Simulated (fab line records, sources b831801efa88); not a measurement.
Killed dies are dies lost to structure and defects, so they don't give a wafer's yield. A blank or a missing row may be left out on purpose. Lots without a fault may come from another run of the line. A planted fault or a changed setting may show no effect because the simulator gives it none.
fab line records | flow gf180mcu
record lots=24 wafers=72 last_day=34
route steps=602 shown V3@432 M4@462 V4@490 TOP_METAL@567
lots that met no fault: from a run of the same line without faults
start_h: hours from the record's first day to the start of the lot's first wafer shown | wait_h: hours since the lot's step before | " the same as in the row above | L1.1+2: a row that stands for several wafers | - no value, or no start given | * or withheld: withheld | < > ~ a bound
route shown NAME@n: a module of which the file shows steps, and the number in the route of the first | usual: mean/standard deviation of fault-free wafers | same: alike in all rows | chamber/n: place in a boat | sites: the reading at each site | _std_site: their standard deviation | _edge_site: outer sites' mean less inner sites' | radius_mm: how far each site lies from the wafer's centre | mask NAME#n: copy n | behind: the tool/chamber that last shaped the wafer | hold: why the lot was held/for how many hours/how that ended | device: the transistor (n, p or np) that didn't switch | end of line: the same wafers' tests at the end of the route | a step without rows: its recipe alone | killed: dies lost to structure and defects at the first sort, not the wafer's yield | map: a wafer's dies, x killed, . not, _ none there
set.NAME: the setting as run; set.NAME@STEP: as run at that earlier step | model.NAME: the simulator's own value behind a step, which no gauge read
steps of the route over a sample of lots; a table a step, a row a wafer
services: from which hour (start_h, from the record's first day; less than 0 if before it) a tool's chamber was out of use, for how many hours, and why
## steps
# step GF_V3_THK_MEAS_03
# recipe reads=SiO2_of_V3_CVD_02
# usual V3_CVD_02_THK=854/10
# columns lot.wafer tool chamber start_h wait_h V3_CVD_02_THK[nm]
L074.4 film_metro-03 - 497.03 0.0 869
L074.5 " - " " 860
L074.6 " - " " 849
L075.3 film_metro-03 - 499.58 0.1 850
L075.4 " - " " 858
L075.5 " - " " 866
L077.3 film_metro-02 - 523.44 0.1 844
L077.4 " - " " 861
L077.6 " - " " 874
L076.2 film_metro-01 - 524.06 0.0 836
L076.4 " - " " 852
L076.5 " - " " 858
L078.3 film_metro-03 - 526.23 0.1 856
L078.5 " - " " 870
L078.6 " - " " 862
L079.3 film_metro-01 - 542.95 0.1 832
L079.5 " - " " 838
L079.6 " - " " 844
L080.1 film_metro-03 - 545.12 0.0 842
L080.3 " - " " 849
L080.6 " - " " 872
L081.2 film_metro-03 - 556.18 0.0 849
L081.3 " - " " 841
L081.6 " - " " 852
L082.3 film_metro-03 - 560.20 0.1 843
L082.4 " - " " 854
L082.6 " - " " 862
L083.3 film_metro-03 - 567.75 0.1 850
L083.4 " - " " 851
L083.5 " - " " 857
L084.1 film_metro-02 - 573.46 0.0 857
L084.5 " - " " 872
L084.6 " - " " 865
L085.1 film_metro-02 - 586.71 0.0 855
L085.4 " - " " 861
L085.6 " - " " 859
L086.1 film_metro-02 - 589.75 0.0 844
L086.4 " - " " 858
L086.5 " - " " 862
L087.2 film_metro-02 - 600.45 0.0 844
L087.3 " - " " 859
L087.4 " - " " 867
L088.1 film_metro-01 - 608.46 0.0 846
L088.2 " - " " 842
L088.3 " - " " 847
L089.2 film_metro-01 - 610.02 0.0 859
L089.3 " - " " 833
L089.4 " - " " 864
L090.3 film_metro-02 - 619.46 0.1 844
L090.4 " - " " 861
L090.5 " - " " 864
L091.1 film_metro-02 - 626.57 0.0 833
L091.2 " - " " 861
L091.4 " - " " 850
L092.2 film_metro-01 - 638.37 0.0 849
L092.4 " - " " 876
L092.6 " - " " 863
L093.1 film_metro-03 - 642.02 0.0 850
L093.4 " - " " 865
L093.5 " - " " 845
L094.2 film_metro-02 - 650.86 0.0 848
L094.4 " - " " 858
L094.5 " - " " 861
L095.2 film_metro-01 - 657.52 0.0 850
L095.4 " - " " 867
L095.5 " - " " 861
L096.3 film_metro-02 - 662.56 0.1 853
L096.4 " - " " 861
L096.6 " - " " 862
L097.1 film_metro-01 - 669.29 0.0 845
L097.3 " - " " 850
L097.4 " - " " 858
# step GF_M4_THK_MEAS_06
# recipe thk_meas_gauge=xrf reads=AlCu_of_M4_SPUTTER_02
# usual M4_ALCU_THK=442/5.6
# columns lot.wafer tool chamber start_h wait_h M4_ALCU_THK[nm]
L074.4 film_metro-03 - 523.03 0.1 440
L074.5 " - " " 436
L074.6 " - " " 437
L075.3 film_metro-02 - 525.49 0.1 448
L075.4 " - " " 445
L075.5 " - " " 445
L077.3 film_metro-03 - 548.84 0.1 446
L077.4 " - " " 443
L077.6 " - " " 443
L076.2 film_metro-02 - 549.13 0.1 442
L076.4 " - " " 448
L076.5 " - " " 449
L078.3 film_metro-04 - 550.95 0.1 443
L078.5 " - " " 445
L078.6 " - " " 441
L079.3 film_metro-03 - 567.43 0.1 441
L079.5 " - " " 447
L079.6 " - " " 441
L080.1 film_metro-03 - 569.98 0.1 437
L080.3 " - " " 433
L080.6 " - " " 443
L081.2 film_metro-03 - 580.33 0.1 434
L081.3 " - " " 435
L081.6 " - " " 439
L082.3 film_metro-02 - 585.04 0.1 434
L082.4 " - " " 442
L082.6 " - " " 440
L083.3 film_metro-04 - 591.84 0.1 438
L083.4 " - " " 445
L083.5 " - " " 450
L084.1 film_metro-02 - 596.93 0.1 451
L084.5 " - " " 451
L084.6 " - " " 443
L085.1 film_metro-03 - 609.70 0.1 446
L085.4 " - " " 436
L085.6 " - " " 453
L086.1 film_metro-02 - 612.46 0.1 452
L086.4 " - " " 442
L086.5 " - " " 449
L087.2 film_metro-04 - 623.64 0.1 433
L087.3 " - " " 436
L087.4 " - " " 438
L088.1 film_metro-03 - 631.62 0.1 447
L088.2 " - " " 446
L088.3 " - " " 454
L089.2 film_metro-02 - 632.83 0.1 451
L089.3 " - " " 450
L089.4 " - " " 447
L090.3 film_metro-04 - 641.98 0.1 438
L090.4 " - " " 435
L090.5 " - " " 438
L091.1 film_metro-04 - 648.73 0.1 449
L091.2 " - " " 445
L091.4 " - " " 443
L092.2 film_metro-03 - 660.88 0.1 433
L092.4 " - " " 443
L092.6 " - " " 436
L093.1 film_metro-04 - 663.85 0.1 448
L093.4 " - " " 443
L093.5 " - " " 446
L094.2 film_metro-03 - 672.32 0.1 434
L094.4 " - " " 431
L094.5 " - " " 430
L095.2 film_metro-02 - 679.72 0.1 450
L095.4 " - " " 450
L095.5 " - " " 448
L096.3 film_metro-03 - 684.29 0.1 437
L096.4 " - " " 442
L096.6 " - " " 443
L097.1 film_metro-03 - 690.65 0.1 446
L097.3 " - " " 443
L097.4 " - " " 449
# step GF_M4_STRIP_17
# recipe chemistry=O2/N2 power_w=1400 pressure_mtorr=1500 platen_temp_c=250 o2_flow_sccm=3000 n2_flow_sccm=300 overash_fraction=0.5
# usual drypump_motor_current_A=5.6/0.44 heater_power_w=346/23 oes_product_au=0.557/0.005 strip_time_to_endpoint_s=7.85/0.049
# columns lot.wafer tool chamber start_h wait_h drypump_motor_current_A heater_power_w oes_product_au rf_hours_counter_h strip_time_to_endpoint_s
L074.4 plasma_asher-03 0 546.21 0.1 5.8 349 0.563 - 7.91
L074.5 " 1 " " 5.9 348 0.558 - 7.84
L074.6 " 0 " " 5.8 348 0.560 - 7.85
L075.3 plasma_asher-01 0 547.70 0.1 5.3 326 0.559 - 7.89
L075.4 " 1 " " 6.1 330 0.565 - 7.90
L075.5 " 1 " " 6.1 337 0.557 - 7.86
L077.3 plasma_asher-03 0 570.70 0.1 5.8 351 0.562 - 7.90
L077.4 " 1 " " 5.9 349 0.559 - 7.86
L077.6 " 0 " " 5.8 350 0.551 - 7.89
L076.2 plasma_asher-01 0 571.25 0.1 5.3 321 0.556 94 7.87
L076.4 " 1 " " 6.1 337 0.563 - 7.89
L076.5 " 1 " " 6.1 346 0.554 - 7.88
L078.3 plasma_asher-03 1 574.00 0.1 5.9 352 0.552 - 7.82
L078.5 " 1 " " 5.9 342 0.555 - 7.85
L078.6 " 0 " " 5.8 351 0.558 - 7.84
L079.3 plasma_asher-01 1 589.35 0.1 6.1 342 0.564 - 7.82
L079.5 " 0 " " 5.3 317 0.559 - 7.82
L079.6 " 1 " " 6.1 335 0.554 - 7.81
L080.1 plasma_asher-04 0 591.62 0.1 4.8 340 0.552 83 7.88
L080.3 " 1 " " 5.7 396 0.559 - 7.89
L080.6 " 0 " " 4.8 327 0.554 - 7.89
L081.2 plasma_asher-04 0 601.67 0.1 4.8 343 0.558 84 7.87
L081.3 " 0 " " 4.8 337 0.556 - 7.89
L081.6 " 1 " " 5.7 383 0.556 - 7.87
L082.3 plasma_asher-01 1 606.72 0.1 6.1 338 0.569 - 7.95
L082.4 " 0 " " 5.3 317 0.562 - 7.93
L082.6 " 0 " " 5.3 322 0.553 - 7.88
L083.3 plasma_asher-03 1 612.87 0.1 5.9 353 0.568 - 7.84
L083.4 " 0 " " 5.8 335 0.556 - 7.86
L083.5 " 0 " " 5.8 343 0.557 - 7.88
L084.1 plasma_asher-04 0 617.19 0.1 4.8 327 0.558 86 7.90
L084.5 " 0 " " 4.8 329 0.559 - 7.87
L084.6 " 1 " " 5.7 387 0.550 - 7.88
L085.1 plasma_asher-01 0 630.82 0.1 5.2 322 0.557 96 7.87
L085.4 " 1 " " 6.1 339 0.558 - 7.92
L085.6 " 1 " " 6.1 343 0.562 - 7.91
L086.1 plasma_asher-01 0 633.18 0.2 5.3 321 0.559 97 7.85
L086.4 " 0 " " 5.3 320 0.553 - 7.84
L086.5 " 0 " " 5.3 315 0.565 - 7.84
L087.2 plasma_asher-04 1 643.47 0.1 5.7 395 0.561 89 7.82
L087.3 " 0 " " 4.8 344 0.562 - 7.86
L087.4 " 1 " " 5.7 392 0.557 - 7.85
L088.1 plasma_asher-04 1 650.74 0.1 5.7 397 0.553 90 7.83
L088.2 " 0 " " 4.8 328 0.551 90 7.84
L088.3 " 1 " " 5.7 388 0.554 - 7.86
L089.2 plasma_asher-03 0 652.52 0.1 5.8 346 0.569 54 7.83
L089.3 " 1 " " 5.9 360 0.550 - 7.81
L089.4 " 0 " " 5.8 341 0.548 - 7.80
L090.3 plasma_asher-01 0 661.17 0.1 5.3 317 0.554 - 7.85
L090.4 " 1 " " 6.1 339 0.556 - 7.83
L090.5 " 0 " " 5.3 308 0.565 - 7.83
L091.1 plasma_asher-04 1 668.27 0.1 5.7 390 0.557 92 7.89
L091.2 " 0 " " 4.8 333 0.552 92 7.92
L091.4 " 0 " " 4.8 342 0.560 - 7.82
L092.2 plasma_asher-04 0 680.52 0.1 4.8 338 0.559 93 7.84
L092.4 " 0 " " 4.8 327 0.560 - 7.84
L092.6 " 0 " " 4.8 340 0.554 - 7.84
L093.1 plasma_asher-04 1 683.42 0.1 5.7 381 0.547 93 7.70
L093.4 " 1 " " 5.7 390 0.560 - 7.75
L093.5 " 0 " " 4.8 339 0.546 - 7.73
L094.2 plasma_asher-03 1 691.72 0.1 5.9 352 0.551 58 7.80
L094.4 " 0 " " 5.8 348 0.551 - 7.77
L094.5 " 1 " " 5.9 336 0.550 - 7.79
L095.2 plasma_asher-01 1 698.92 0.1 6.1 342 0.554 103 7.79
L095.4 " 0 " " 5.3 313 0.555 - 7.85
L095.5 " 1 " " 6.1 341 0.549 - 7.82
L096.3 plasma_asher-03 0 703.65 0.1 5.8 348 0.545 - 7.74
L096.4 " 1 " " 5.9 351 0.550 - 7.78
L096.6 " 1 " " 5.9 349 0.553 - 7.77
L097.1 plasma_asher-01 0 708.97 0.1 5.3 324 0.563 105 7.90
L097.3 " 1 " " 6.1 338 0.555 - 7.87
L097.4 " 0 " " 5.3 319 0.555 - 7.89
# step GF_V4_CD_MEAS_14
# recipe target_cd_nm=260
# usual cd_nm=259.9/1.1
# columns lot.wafer tool chamber start_h wait_h cd_nm
L074.4 cd_sem-02 - 570.06 0.1 259.3
L074.5 " - " " 260.7
L074.6 " - " " 259.6
L075.3 cd_sem-02 - 571.22 0.1 260.2
L075.4 " - " " 259.0
L075.5 " - " " 260.7
L077.3 cd_sem-01 - 593.32 0.1 259.0
L077.4 " - " " 258.9
L077.6 " - " " 260.4
L076.2 cd_sem-01 - 594.02 0.1 260.3
L076.4 " - " " 260.9
L076.5 " - " " 260.1
L078.3 cd_sem-01 - 596.06 0.1 261.0
L078.5 " - " " 259.6
L078.6 " - " " 260.8
L079.3 cd_sem-01 - 611.37 0.1 260.9
L079.5 " - " " 259.8
L079.6 " - " " 260.5
L080.1 cd_sem-02 - 613.22 0.1 258.2
L080.3 " - " " 258.8
L080.6 " - " " 257.4
L081.2 cd_sem-02 - 623.40 0.1 260.1
L081.3 " - " " 260.2
L081.6 " - " " 260.0
L082.3 cd_sem-02 - 628.11 0.1 260.6
L082.4 " - " " 260.5
L082.6 " - " " 259.3
L083.3 cd_sem-02 - 634.27 0.1 259.5
L083.4 " - " " 259.6
L083.5 " - " " 258.3
L084.1 cd_sem-01 - 639.13 0.1 260.1
L084.5 " - " " 259.6
L084.6 " - " " 259.9
L085.1 cd_sem-01 - 651.55 0.1 258.9
L085.4 " - " " 260.2
L085.6 " - " " 261.3
L086.1 cd_sem-01 - 655.10 0.2 259.0
L086.4 " - " " 261.6
L086.5 " - " " 259.1
L087.2 cd_sem-02 - 663.82 0.1 261.9
L087.3 " - " " 262.5
L087.4 " - " " 261.1
L088.1 cd_sem-01 - 671.05 0.1 260.9
L088.2 " - " " 260.8
L088.3 " - " " 259.9
L089.2 cd_sem-01 - 673.19 0.2 260.9
L089.3 " - " " 263.2
L089.4 " - " " 262.2
L090.3 cd_sem-02 - 681.77 0.1 260.5
L090.4 " - " " 260.4
L090.5 " - " " 261.0
L091.1 cd_sem-02 - 688.10 0.1 259.9
L091.2 " - " " 260.6
L091.4 " - " " 259.6
L092.2 cd_sem-02 - 701.47 0.1 257.7
L092.4 " - " " 258.7
L092.6 " - " " 258.9
L093.1 cd_sem-02 - 703.70 0.1 259.7
L093.4 " - " " 258.2
L093.5 " - " " 259.8
L094.2 cd_sem-01 - 711.32 0.1 259.7
L094.4 " - " " 258.4
L094.5 " - " " 260.0
L095.2 cd_sem-01 - 718.36 0.2 260.4
L095.4 " - " " 260.9
L095.5 " - " " 259.7
L096.3 cd_sem-01 - 722.97 0.1 260.3
L096.4 " - " " 259.7
L096.6 " - " " 260.1
L097.1 cd_sem-02 - 727.95 0.1 256.5
L097.3 " - " " 257.7
L097.4 " - " " 258.0
# step GF_TOP_METAL_SPUTTER_00
# recipe material=Ti target_thk_nm=37.5 arriving_ion_energy_ev=80 substrate_temp_c=200 chamber_pressure_pa=2 power_w=4000 time_s=150
# usual chamber_pressure_pa=2.000/0.0036 throttle_valve_pct=29.9/1.2
# columns lot.wafer tool chamber start_h wait_h chamber_pressure_pa throttle_valve_pct
L074.4 pvd_sputter-04 - 638.57 0.1 2.000 29.6
L074.5 " - " " 1.997 29.5
L074.6 " - " " 2.000 28.2
L075.3 pvd_sputter-01 - 639.47 0.1 2.010 29.8
L075.4 " - " " 2.010 29.8
L075.5 " - " " 2.004 30.3
L077.3 pvd_sputter-02 - 659.73 0.1 1.996 27.8
L077.4 " - " " 2.002 29.1
L077.6 " - " " 2.003 27.8
L076.2 pvd_sputter-04 - 660.44 0.2 1.999 29.6
L076.4 " - " " 2.002 31.7
L076.5 " - " " 2.000 30.2
L078.3 pvd_sputter-01 - 661.80 0.2 2.002 29.9
L078.5 " - " " 2.003 30.2
L078.6 " - " " 1.997 29.8
L079.3 pvd_sputter-02 - 676.54 0.1 1.995 29.3
L079.5 " - " " 1.999 29.1
L079.6 " - " " 2.000 29.7
L080.1 pvd_sputter-02 - 677.81 0.2 2.001 29.1
L080.3 " - " " 1.993 29.6
L080.6 " - " " 1.999 31.9
L081.2 pvd_sputter-04 - 686.59 0.2 1.998 29.6
L081.3 " - " " 1.998 30.5
L081.6 " - " " 2.001 30.4
L082.3 pvd_sputter-04 - 691.39 0.2 1.998 31.7
L082.4 " - " " 2.002 29.8
L082.6 " - " " 2.000 29.8
L083.3 pvd_sputter-01 - 698.69 0.2 2.007 30.0
L083.4 " - " " 2.003 28.8
L083.5 " - " " 2.007 28.8
L084.1 pvd_sputter-02 - 702.11 0.2 2.004 31.9
L084.5 " - " " 1.998 27.9
L084.6 " - " " 1.998 29.9
L085.1 pvd_sputter-01 - 712.78 0.2 2.002 30.8
L085.4 " - " " 1.997 28.5
L085.6 " - " " 1.994 30.1
L086.1 pvd_sputter-01 - 717.65 0.2 2.000 28.7
L086.4 " - " " 2.001 31.0
L086.5 " - " " 1.997 29.8
L087.2 pvd_sputter-04 - 726.12 0.1 1.999 28.3
L087.3 " - " " 1.998 29.8
L087.4 " - " " 2.001 31.7
L088.1 pvd_sputter-04 - 730.86 0.2 1.998 28.5
L088.2 " - " " 2.001 31.8
L088.3 " - " " 1.994 30.1
L089.2 pvd_sputter-01 - 733.36 0.1 2.004 29.1
L089.3 " - " " 2.002 31.1
L089.4 " - " " 1.989 28.7
L090.3 pvd_sputter-04 - 741.76 0.2 2.001 30.3
L090.4 " - " " 2.002 30.3
L090.5 " - " " 2.000 31.9
L091.1 pvd_sputter-01 - 746.99 0.1 2.007 29.9
L091.2 " - " " 2.004 29.0
L091.4 " - " " 2.000 28.8
L092.2 pvd_sputter-01 - 758.05 0.2 2.000 31.0
L092.4 " - " " 1.996 29.9
L092.6 " - " " 1.997 30.9
L093.1 pvd_sputter-04 - 761.75 0.1 2.005 29.7
L093.4 " - " " 1.997 30.2
L093.5 " - " " 2.003 31.7
L094.2 pvd_sputter-02 - 767.11 0.2 1.995 27.5
L094.4 " - " " 1.997 29.3
L094.5 " - " " 1.999 29.0
L095.2 pvd_sputter-04 - 774.81 0.1 2.007 31.4
L095.4 " - " " 2.006 28.6
L095.5 " - " " 2.004 28.1
L096.3 pvd_sputter-01 - 777.97 0.2 1.999 30.0
L096.4 " - " " 1.997 29.9
L096.6 " - " " 2.002 28.7
L097.1 pvd_sputter-04 - 782.55 0.2 1.996 29.8
L097.3 " - " " 1.996 30.5
L097.4 " - " " 1.994 28.4
# step GF_TOP_METAL_CD_MEAS_14
# recipe target_cd_nm=440
# usual cd_nm=439.4/2.3
# columns lot.wafer tool chamber start_h wait_h cd_nm
L074.4 cd_sem-01 - 657.83 0.1 442.8
L074.5 " - " " 441.3
L074.6 " - " " 442.4
L075.3 cd_sem-02 - 659.36 0.1 439.1
L075.4 " - " " 437.8
L075.5 " - " " 437.6
L077.3 cd_sem-02 - 679.51 0.1 440.1
L077.4 " - " " 439.0
L077.6 " - " " 440.5
L076.2 cd_sem-02 - 680.10 0.1 442.0
L076.4 " - " " 440.0
L076.5 " - " " 441.0
L078.3 cd_sem-02 - 681.42 0.1 440.4
L078.5 " - " " 440.3
L078.6 " - " " 440.0
L079.3 cd_sem-01 - 695.64 0.1 438.0
L079.5 " - " " 437.8
L079.6 " - " " 438.2
L080.1 cd_sem-02 - 697.23 0.1 439.4
L080.3 " - " " 441.3
L080.6 " - " " 440.3
L081.2 cd_sem-01 - 706.14 0.1 439.4
L081.3 " - " " 439.3
L081.6 " - " " 438.5
L082.3 cd_sem-02 - 710.37 0.1 435.9
L082.4 " - " " 435.4
L082.6 " - " " 434.9
L083.3 cd_sem-01 - 717.32 0.1 437.9
L083.4 " - " " 436.3
L083.5 " - " " 438.2
L084.1 cd_sem-01 - 720.67 0.1 435.4
L084.5 " - " " 436.4
L084.6 " - " " 435.1
L085.1 cd_sem-01 - 730.67 0.1 440.5
L085.4 " - " " 440.9
L085.6 " - " " 438.6
L086.1 cd_sem-01 - 735.22 0.1 441.4
L086.4 " - " " 442.4
L086.5 " - " " 442.9
L087.2 cd_sem-01 - 743.37 0.1 437.1
L087.3 " - " " 435.6
L087.4 " - " " 436.3
L088.1 cd_sem-01 - 747.20 0.1 445.3
L088.2 " - " " 442.7
L088.3 " - " " 440.3
L089.2 cd_sem-02 - 750.05 0.1 438.0
L089.3 " - " " 438.0
L089.4 " - " " 437.8
L090.3 cd_sem-02 - 758.84 0.1 438.6
L090.4 " - " " 440.4
L090.5 " - " " 439.0
L091.1 cd_sem-01 - 763.27 0.2 440.2
L091.2 " - " " 439.7
L091.4 " - " " 441.9
L092.2 cd_sem-02 - 774.37 0.1 438.7
L092.4 " - " " 438.9
L092.6 " - " " 437.6
L093.1 cd_sem-02 - 777.72 0.2 438.7
L093.4 " - " " 438.8
L093.5 " - " " 439.1
L094.2 cd_sem-01 - 782.57 0.1 436.2
L094.4 " - " " 441.3
L094.5 " - " " 440.3
L095.2 cd_sem-02 - 789.92 0.1 442.3
L095.4 " - " " 444.0
L095.5 " - " " 441.3
L096.3 cd_sem-01 - 793.54 0.1 440.3
L096.4 " - " " 441.9
L096.6 " - " " 439.1
L097.1 cd_sem-02 - 798.15 0.1 434.7
L097.3 " - " " 437.4
L097.4 " - " " 439.5
## services
# columns tool chamber start_h hours kind
pvd_sputter-02 - 538.50 0.5 repair
plasma_asher-01 - 574.55 14.6 pm
pvd_sputter-02 - 577.26 9.2 repair
pvd_sputter-01 - 589.15 3.4 repair
plasma_asher-01 - 598.84 6.5 repair
pvd_sputter-04 2 604.08 - consumable_replace:kit
pvd_sputter-04 2 604.08 18.0 scheduled_down
pvd_sputter-04 2 604.08 18.0 vent_cycle
plasma_asher-01 - 612.26 9.2 repair
plasma_asher-03 - 618.77 1.7 repair
plasma_asher-01 - 634.23 0.8 repair
pvd_sputter-01 - 650.97 0.6 repair
pvd_sputter-01 3 656.20 - consumable_replace:kit
pvd_sputter-01 3 656.20 18.0 scheduled_down
pvd_sputter-01 3 656.20 18.0 vent_cycle
pvd_sputter-04 1 726.34 - consumable_replace:kit
pvd_sputter-04 1 726.34 18.0 scheduled_down
pvd_sputter-04 1 726.34 18.0 vent_cycle
pvd_sputter-01 2 729.75 - consumable_replace:kit
plasma_asher-03 - 731.96 2.8 pm
plasma_asher-01 - 733.75 9.0 pm
pvd_sputter-02 - 737.25 0.8 repair
pvd_sputter-04 - 748.01 3.7 repair
pvd_sputter-02 - 769.98 22.8 repair
## key
fault none
